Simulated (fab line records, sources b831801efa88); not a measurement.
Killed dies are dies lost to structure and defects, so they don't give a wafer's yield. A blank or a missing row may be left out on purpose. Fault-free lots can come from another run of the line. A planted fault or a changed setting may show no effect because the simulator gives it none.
Which tool is to blame? / flow sky130 / 13 lots with 39 wafers sampled at 6 steps, on a route of 708 steps

WHAT THE GAUGES SHOWED, per wafer
SKY_SONOS_TUNNEL_TW_MEAS_12. Usual: SONOS_TUNNEL_TW typically reads 198.7, with standard deviation 1.3.
lot=L987; measured=day 11 11:16; on=film_metro-01; SONOS_TUNNEL_TW=198.1 197.7 197.5; flag=
lot=L989; measured=day 12 05:08; on=film_metro-03; SONOS_TUNNEL_TW=196.2 196.8 197.3; flag=
lot=L991; measured=day 12 11:00; on=film_metro-03; SONOS_TUNNEL_TW=196.8 196.9 196.1; flag=
lot=L992; measured=day 13 07:06; on=film_metro-03; SONOS_TUNNEL_TW=198.9 199.0 198.1; flag=
lot=L997; measured=day 14 14:26; on=film_metro-01; SONOS_TUNNEL_TW=199.1 198.2 198.9; flag=
lot=L999; measured=day 15 06:44; on=film_metro-03; SONOS_TUNNEL_TW=199.0 198.3 199.7; flag=
lot=L103; measured=day 16 21:03; on=film_metro-01; SONOS_TUNNEL_TW=199.9 199.9 198.6; flag=
lot=L105; measured=day 17 11:48; on=film_metro-04; SONOS_TUNNEL_TW=200.7 200.5 201.9; flag=
lot=L106; measured=day 17 13:12; on=film_metro-04; SONOS_TUNNEL_TW=199.1 199.7 198.7; flag=
lot=L107; measured=day 17 23:49; on=film_metro-01; SONOS_TUNNEL_TW=199.5 200.0 200.7; flag=
lot=L108; measured=day 18 08:20; on=film_metro-04; SONOS_TUNNEL_TW=200.4 199.9 200.1; flag=
lot=L109; measured=day 18 14:08; on=film_metro-01; SONOS_TUNNEL_TW=199.0 198.0 197.4; flag=
lot=L110; measured=day 19 04:34; on=film_metro-01; SONOS_TUNNEL_TW=198.0 198.4 200.1; flag=

SKY_POLY_GATE_THK_MEAS_04. Usual: POLY_GATE_CVD_03_THK typically reads 75.6 nm, with standard deviation 0.75.
lot=L987; measured=day 15 10:26; on=film_metro-02; POLY_GATE_CVD_03_THK (nm)=75.0 74.4 75.3; flag=
lot=L989; measured=day 16 02:08; on=film_metro-02; POLY_GATE_CVD_03_THK (nm)=75.5 74.8 74.5; flag=
lot=L991; measured=day 16 08:03; on=film_metro-01; POLY_GATE_CVD_03_THK (nm)=76.5 76.3 75.9; flag=
lot=L992; measured=day 17 07:24; on=film_metro-02; POLY_GATE_CVD_03_THK (nm)=75.4 75.0 75.2; flag=
lot=L997; measured=day 18 20:04; on=film_metro-02; POLY_GATE_CVD_03_THK (nm)=75.1 75.2 74.9; flag=
lot=L999; measured=day 19 13:22; on=film_metro-02; POLY_GATE_CVD_03_THK (nm)=77.3 76.7 77.1; flag=
lot=L103; measured=day 21 06:53; on=film_metro-04; POLY_GATE_CVD_03_THK (nm)=75.7 75.6 75.9; flag=
lot=L105; measured=day 21 21:51; on=film_metro-02; POLY_GATE_CVD_03_THK (nm)=74.8 75.2 75.0; flag=
lot=L106; measured=day 21 23:53; on=film_metro-02; POLY_GATE_CVD_03_THK (nm)=75.1 75.4 76.2; flag=
lot=L107; measured=day 22 05:55; on=film_metro-01; POLY_GATE_CVD_03_THK (nm)=74.9 74.7 75.0; flag=
lot=L108; measured=day 22 19:22; on=film_metro-02; POLY_GATE_CVD_03_THK (nm)=77.3 77.2 77.1; flag=
lot=L109; measured=day 22 22:59; on=film_metro-04; POLY_GATE_CVD_03_THK (nm)=76.3 76.0 75.8; flag=
lot=L110; measured=day 23 10:43; on=film_metro-02; POLY_GATE_CVD_03_THK (nm)=76.1 75.9 75.9; flag=

SKY_LDD_N_OVL_MEAS_07. Usual: LDD_N_OVL typically reads -0.2 nm, with standard deviation 1.3.
lot=L987; measured=day 17 23:15; on=overlay-01; LDD_N_OVL (nm)=1.1 0.9 0.8; flag=
lot=L989; measured=day 18 15:54; on=overlay-01; LDD_N_OVL (nm)=1.5 0.5 2.2; flag=
lot=L991; measured=day 18 22:00; on=overlay-01; LDD_N_OVL (nm)=2.3 -0.1 0.8; flag=
lot=L992; measured=day 19 21:58; on=overlay-01; LDD_N_OVL (nm)=-0.8 1.8 0.8; flag=
lot=L997; measured=day 21 12:40; on=overlay-01; LDD_N_OVL (nm)=-1.2 0.4 2.2; flag=
lot=L999; measured=day 22 03:57; on=overlay-02; LDD_N_OVL (nm)=-0.6 -0.9 -0.5; flag=
lot=L103; measured=day 23 21:18; on=overlay-02; LDD_N_OVL (nm)=-1.5 -1.1 0.7; flag=
lot=L105; measured=day 24 12:04; on=overlay-02; LDD_N_OVL (nm)=-3.9 -1.7 -1.1; flag=
lot=L106; measured=day 24 13:24; on=overlay-02; LDD_N_OVL (nm)=0.1 0.1 -2.0; flag=
lot=L107; measured=day 24 20:02; on=overlay-01; LDD_N_OVL (nm)=-1.9 -1.2 -1.6; flag=
lot=L108; measured=day 25 09:09; on=overlay-01; LDD_N_OVL (nm)=0.2 2.0 1.3; flag=
lot=L109; measured=day 25 12:48; on=overlay-02; LDD_N_OVL (nm)=-0.3 1.4 -2.2; flag=
lot=L110; measured=day 26 00:37; on=overlay-02; LDD_N_OVL (nm)=-0.5 -0.8 -1.3; flag=

SKY_LDD_HVN_TW_MEAS_10. Usual: LDD_HVN_TW typically reads 1444, with standard deviation 17.
lot=L987; measured=day 20 14:06; on=film_metro-02; LDD_HVN_TW=1420 1412 1417; flag=
lot=L989; measured=day 21 07:12; on=film_metro-02; LDD_HVN_TW=1421 1418 1426; flag=
lot=L991; measured=day 21 13:26; on=film_metro-02; LDD_HVN_TW=1424 1420 1416; flag=
lot=L992; measured=day 22 12:20; on=film_metro-02; LDD_HVN_TW=1423 1416 1419; flag=
lot=L997; measured=day 24 02:19; on=film_metro-04; LDD_HVN_TW=1459 1462 1471; flag=
lot=L999; measured=day 24 18:05; on=film_metro-02; LDD_HVN_TW=30 30 29; flag=OFF
lot=L103; measured=day 26 09:38; on=film_metro-04; LDD_HVN_TW=1456 1456 1456; flag=
lot=L105; measured=day 26 23:59; on=film_metro-01; LDD_HVN_TW=1453 1444 1450; flag=
lot=L106; measured=day 27 02:00; on=film_metro-02; LDD_HVN_TW=1425 1420 1425; flag=
lot=L107; measured=day 27 08:36; on=film_metro-04; LDD_HVN_TW=1461 1465 1465; flag=
lot=L108; measured=day 27 20:56; on=film_metro-04; LDD_HVN_TW=1456 1455 1448; flag=
lot=L109; measured=day 28 00:27; on=film_metro-01; LDD_HVN_TW=1440 1443 1440; flag=
lot=L110; measured=day 28 13:16; on=film_metro-04; LDD_HVN_TW=1466 1462 1455; flag=

EACH LOT AND THE TOOL THAT RAN IT (in order: tool; ch and the chambers of the sampled wafers; start)
lot=L987; SKY_LDD_P_STRIP_10=plasma_asher-01 ch 0,1, day 19 07:32; SKY_LDD_HVN_STRIP_09=plasma_asher-04 ch 0,1, day 20 14:00
lot=L989; SKY_LDD_P_STRIP_10=plasma_asher-01 ch 0,1, day 19 23:56; SKY_LDD_HVN_STRIP_09=plasma_asher-03 ch 0,1, day 21 07:06
lot=L991; SKY_LDD_P_STRIP_10=plasma_asher-04 ch 0,1, day 20 06:35; SKY_LDD_HVN_STRIP_09=plasma_asher-03 ch 0,1, day 21 13:20
lot=L992; SKY_LDD_P_STRIP_10=plasma_asher-02 ch 0,1, day 21 05:40; SKY_LDD_HVN_STRIP_09=plasma_asher-04 ch 0,1, day 22 12:14
lot=L997; SKY_LDD_P_STRIP_10=plasma_asher-02 ch 1, day 22 19:58; SKY_LDD_HVN_STRIP_09=plasma_asher-03 ch 0,1, day 24 02:12
lot=L999; SKY_LDD_P_STRIP_10=plasma_asher-01 ch 0,1, day 23 12:09; SKY_LDD_HVN_STRIP_09=plasma_asher-03 ch 0,1, day 24 17:59
lot=L103; SKY_LDD_P_STRIP_10=plasma_asher-02 ch 0,1, day 25 04:12; SKY_LDD_HVN_STRIP_09=plasma_asher-03 ch 1, day 26 09:32
lot=L105; SKY_LDD_P_STRIP_10=plasma_asher-01 ch 1, day 25 18:38; SKY_LDD_HVN_STRIP_09=plasma_asher-01 ch 0,1, day 26 23:53
lot=L106; SKY_LDD_P_STRIP_10=plasma_asher-01 ch 0,1, day 25 20:23; SKY_LDD_HVN_STRIP_09=plasma_asher-04 ch 0,1, day 27 01:54
lot=L107; SKY_LDD_P_STRIP_10=plasma_asher-02 ch 0,1, day 26 02:52; SKY_LDD_HVN_STRIP_09=plasma_asher-04 ch 0,1, day 27 08:31
lot=L108; SKY_LDD_P_STRIP_10=plasma_asher-04 ch 0, day 26 15:50; SKY_LDD_HVN_STRIP_09=plasma_asher-03 ch 0,1, day 27 20:50
lot=L109; SKY_LDD_P_STRIP_10=plasma_asher-02 ch 1, day 26 19:16; SKY_LDD_HVN_STRIP_09=plasma_asher-01 ch 0,1, day 28 00:21
lot=L110; SKY_LDD_P_STRIP_10=plasma_asher-02 ch 0,1, day 27 08:00; SKY_LDD_HVN_STRIP_09=plasma_asher-01 ch 0,1, day 28 13:09
- SKY_LDD_P_STRIP_10: strips in O2/N2.
- SKY_LDD_HVN_STRIP_09: strips in O2/N2.

AS READ BY THE TOOLS THEMSELVES (means over the sampled wafers that have a number; for cases with no such wafer, the mark the record gives instead)
SKY_LDD_P_STRIP_10. Usual: drypump_motor_current_A 5.4 A, standard deviation 0.56; oes_product_au 0.715 a.u., standard deviation 0.0043; strip_time_to_endpoint_s 14.32 s, standard deviation 0.036.
lot=L987; tool=plasma_asher-01; drypump_motor_current_A (A)=5.7; oes_product_au (a.u.)=0.716; strip_time_to_endpoint_s (s)=14.36; flag=
lot=L989; tool=plasma_asher-01; drypump_motor_current_A (A)=5.7; oes_product_au (a.u.)=0.719; strip_time_to_endpoint_s (s)=14.29; flag=
lot=L991; tool=plasma_asher-04; drypump_motor_current_A (A)=6.2; oes_product_au (a.u.)=0.712; strip_time_to_endpoint_s (s)=14.34; flag=
lot=L992; tool=plasma_asher-02; drypump_motor_current_A (A)=5.1; oes_product_au (a.u.)=0.718; strip_time_to_endpoint_s (s)=14.35; flag=
lot=L997; tool=plasma_asher-02; drypump_motor_current_A (A)=5.5; oes_product_au (a.u.)=0.715; strip_time_to_endpoint_s (s)=14.27; flag=
lot=L999; tool=plasma_asher-01; drypump_motor_current_A (A)=5.7; oes_product_au (a.u.)=0.939; strip_time_to_endpoint_s (s)=-; flag=OFF
lot=L103; tool=plasma_asher-02; drypump_motor_current_A (A)=5.4; oes_product_au (a.u.)=0.716; strip_time_to_endpoint_s (s)=14.29; flag=
lot=L105; tool=plasma_asher-01; drypump_motor_current_A (A)=6.1; oes_product_au (a.u.)=0.713; strip_time_to_endpoint_s (s)=14.30; flag=
lot=L106; tool=plasma_asher-01; drypump_motor_current_A (A)=5.3; oes_product_au (a.u.)=0.709; strip_time_to_endpoint_s (s)=14.29; flag=
lot=L107; tool=plasma_asher-02; drypump_motor_current_A (A)=5.3; oes_product_au (a.u.)=0.715; strip_time_to_endpoint_s (s)=14.28; flag=
lot=L108; tool=plasma_asher-04; drypump_motor_current_A (A)=6.6; oes_product_au (a.u.)=0.716; strip_time_to_endpoint_s (s)=14.37; flag=
lot=L109; tool=plasma_asher-02; drypump_motor_current_A (A)=5.5; oes_product_au (a.u.)=0.714; strip_time_to_endpoint_s (s)=14.34; flag=
lot=L110; tool=plasma_asher-02; drypump_motor_current_A (A)=5.3; oes_product_au (a.u.)=0.716; strip_time_to_endpoint_s (s)=14.34; flag=

SKY_LDD_HVN_STRIP_09. Usual: drypump_motor_current_A 5.8 A, standard deviation 0.53; oes_product_au 0.409 a.u., standard deviation 0.0049; strip_time_to_endpoint_s 4.134 s, standard deviation 0.015.
lot=L987; tool=plasma_asher-04; drypump_motor_current_A (A)=6.2; oes_product_au (a.u.)=0.408; strip_time_to_endpoint_s (s)=4.122; flag=
lot=L989; tool=plasma_asher-03; drypump_motor_current_A (A)=5.9; oes_product_au (a.u.)=0.410; strip_time_to_endpoint_s (s)=4.130; flag=
lot=L991; tool=plasma_asher-03; drypump_motor_current_A (A)=6.0; oes_product_au (a.u.)=0.412; strip_time_to_endpoint_s (s)=4.126; flag=
lot=L992; tool=plasma_asher-04; drypump_motor_current_A (A)=5.7; oes_product_au (a.u.)=0.403; strip_time_to_endpoint_s (s)=4.129; flag=
lot=L997; tool=plasma_asher-03; drypump_motor_current_A (A)=5.9; oes_product_au (a.u.)=0.410; strip_time_to_endpoint_s (s)=4.154; flag=
lot=L999; tool=plasma_asher-03; drypump_motor_current_A (A)=5.9; oes_product_au (a.u.)=0.675; strip_time_to_endpoint_s (s)=10.610; flag=OFF
lot=L103; tool=plasma_asher-03; drypump_motor_current_A (A)=5.9; oes_product_au (a.u.)=0.407; strip_time_to_endpoint_s (s)=4.134; flag=
lot=L105; tool=plasma_asher-01; drypump_motor_current_A (A)=5.7; oes_product_au (a.u.)=0.410; strip_time_to_endpoint_s (s)=4.147; flag=
lot=L106; tool=plasma_asher-04; drypump_motor_current_A (A)=6.1; oes_product_au (a.u.)=0.411; strip_time_to_endpoint_s (s)=4.138; flag=
lot=L107; tool=plasma_asher-04; drypump_motor_current_A (A)=5.7; oes_product_au (a.u.)=0.411; strip_time_to_endpoint_s (s)=4.129; flag=
lot=L108; tool=plasma_asher-03; drypump_motor_current_A (A)=6.0; oes_product_au (a.u.)=0.410; strip_time_to_endpoint_s (s)=4.122; flag=
lot=L109; tool=plasma_asher-01; drypump_motor_current_A (A)=5.3; oes_product_au (a.u.)=0.413; strip_time_to_endpoint_s (s)=4.129; flag=
lot=L110; tool=plasma_asher-01; drypump_motor_current_A (A)=5.7; oes_product_au (a.u.)=0.409; strip_time_to_endpoint_s (s)=4.155; flag=

THE ANSWER, worked out from the rows above alone
Rule: take the mean of a lot's wafers that have a number; if it is more than 3 standard deviations from the usual mean, the lot is off. A lot without any number at a reading at which 4 lots or more have one is off too. Any other lot the step has rows for is counted as sound. After the gauges, taken in route order, come the tools' own readings; for these a lot's mean is taken, as printed above. At the first step where some lot is off, the reading lying furthest off is the one used; lots without a number count as furthest.
Off: at SKY_LDD_HVN_TW_MEAS_10 (LDD_HVN_TW), L999.
A tool fits if, at a process step before that reading, it ran every lot that is off, and no sound lot after the first of them. The gauges at SKY_LDD_HVN_TW_MEAS_10 aren't tried: what is off there is off at SKY_LDD_P_STRIP_10 too, on other tools, and a gauge's error can't cause that. Of those tried, none fits.

WHAT THE SIMULATOR PUT IN
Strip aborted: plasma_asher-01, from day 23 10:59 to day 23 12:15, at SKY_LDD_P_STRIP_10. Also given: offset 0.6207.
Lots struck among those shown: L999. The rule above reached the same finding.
